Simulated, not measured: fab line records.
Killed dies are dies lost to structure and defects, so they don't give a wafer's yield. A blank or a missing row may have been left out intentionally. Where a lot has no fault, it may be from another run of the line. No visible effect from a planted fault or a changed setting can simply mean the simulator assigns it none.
Chamber matching -- flow sfq_line -- SFQ_TRILAYER_C5_BARC_OPEN_VIA_ETCH_210 on rie_diel-04: 4 sister chambers
The step etches BARC in O2, target depth 125 nm, time 41.7 s. 4 wafers are shown with their chamber, then 7 later ones without.

== EACH WAFER AND ITS CHAMBER ==
wafer,chamber,oes_product_au (a.u.)
L078.5,0,0.680
L078.6,3,0.687
L090.1,2,0.682
L090.3,1,0.683

== WAFERS MISSING THEIR CHAMBER ==
wafer,oes_product_au (a.u.)
L090.4,0.682
L095.1,0.688
L095.4,0.683
L095.5,0.688
L097.3,0.694
L097.4,0.692
L097.6,0.672

== EACH ONE'S CHAMBER ==
wafer,from the rows above,in truth
L090.4,can't be placed: 2 or 1 or 0 or 3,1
L095.1,can't be placed: 3 or 1 or 2 or 0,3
L095.4,can't be placed: 1 or 2 or 0 or 3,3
L095.5,can't be placed: 3 or 1 or 2 or 0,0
L097.3,can't be placed: 3 or 1 or 2 or 0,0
L097.4,can't be placed: 3 or 1 or 2 or 0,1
L097.6,can't be placed: 0 or 2 or 1 or 3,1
Correctly placed: 0 of 7. From these rows, 7 cannot be placed; in 7 the true chamber is one of the candidates. Number placed wrongly: 0.
How it was worked out, from the rows above alone: a wafer's distance from a chamber is the root of the sum, over the readings, of the square of ((its reading less the chamber's mean) divided by the reading's scatter). The wafer belongs to the nearest chamber; if the next one is less than 2 further off, it can't be placed. Each chamber's mean is taken over the wafers shown for it. The scatter (one wafer shown for each chamber): square how far every hidden wafer sits from the nearest shown wafer, average those squares and take the square root.
